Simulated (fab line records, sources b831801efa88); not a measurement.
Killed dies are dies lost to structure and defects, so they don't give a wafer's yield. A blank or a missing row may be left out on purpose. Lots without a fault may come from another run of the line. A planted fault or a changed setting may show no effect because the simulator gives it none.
Problem report in the 8D (eight disciplines) form, filled by code | flow sfq_line | the parts of the form that need people (team, actions taken, sign-off) are left out

1. THE PROBLEM
exposure_dose_mJ_cm2 at SFQ_TRILAYER_M8_LITHO_EXPOSE_194 reads a mean of 16.268 on 6 wafers of 2 lots; wafers without a fault read 14.399 with a standard deviation of 0.014. That is +99 or more standard deviations from the usual mean.
The step: exposes mask M8, target cd 2000 nm.
First seen on wafer L848.1, day 84 12:49, on krf_scanner-01. The record holds 42 wafers of 14 lots with a number at this step. Rule for "out", or "out of limits": more than 4 standard deviations from the usual mean. The other wafers with a number count as sound.

2. WHAT IT IS AND WHAT IT IS NOT
question                    | is                     | is not
which readings at this step | exposure_dose_mJ_cm2   | -
which lots                  | L848, L849             | L833, L834, L835, L836, L837, L838, L839, L840, L841, L852, L853, L854
which wafers of those lots  | all that have a number | -
read on which tools         | krf_scanner-01         | krf_scanner-02
when                        | from day 84 12:49      | up to then (27 sound wafers); but 9 sound wafers of L852, L853, L854 came after

3. SUSPECTS, AND WHAT RULES EACH OUT
Counting: a tool at a process step up to the reading stays a suspect if it ran every lot that is out and no sound lot after the first of them.
- rie_metal-02 at SFQ_TRILAYER_I6_VIA_STRIP_STRIP_173 (strips in O2): ruled out as a lasting fault. Sound lots L853 ran on it after its first lot that is out, L848 (day 75 19:38).
- krf_scanner-01 at SFQ_TRILAYER_M8_LITHO_EXPOSE_194 (exposes mask M8, target cd 2000 nm): kept. It ran every lot that is out, first L848 (day 84 12:49), and no sound lot after that. Its own readings are out on those wafers: exposure_dose_mJ_cm2.
Left after counting: krf_scanner-01 at SFQ_TRILAYER_M8_LITHO_EXPOSE_194.

4. THE CAUSE (what the simulator had put in)
Process parameter drift: krf_scanner-01, from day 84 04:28 on, at SFQ_TRILAYER_M8_LITHO_EXPOSE_194. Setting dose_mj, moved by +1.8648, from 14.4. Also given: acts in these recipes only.
Counting left only this tool.

5. THE CHAIN OF EFFECTS, in route order
Each row: a reading whose mean over the struck wafers that have a number lies more than 3 standard deviations from the usual. Only readings for which the record gives a usual standard deviation are gone through. hours: the time from each lot's start at the first step in this table that gives one to its start at this step, as a median over the lots. sigmas: the change in usual standard deviations.
hours | step                             | reading              | usual  | on struck wafers | change | sigmas
0     | SFQ_TRILAYER_M8_LITHO_EXPOSE_194 | exposure_dose_mJ_cm2 | 14.399 | 16.268           | +1.869 | +99 or more
The process steps in it:
- SFQ_TRILAYER_M8_LITHO_EXPOSE_194: exposes mask M8, target cd 2000 nm.

6. WHAT WOULD HAVE CAUGHT IT SOONER
In this record the first reading out of limits was taken at day 84 12:49, 8 hours after the fault began at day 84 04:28.
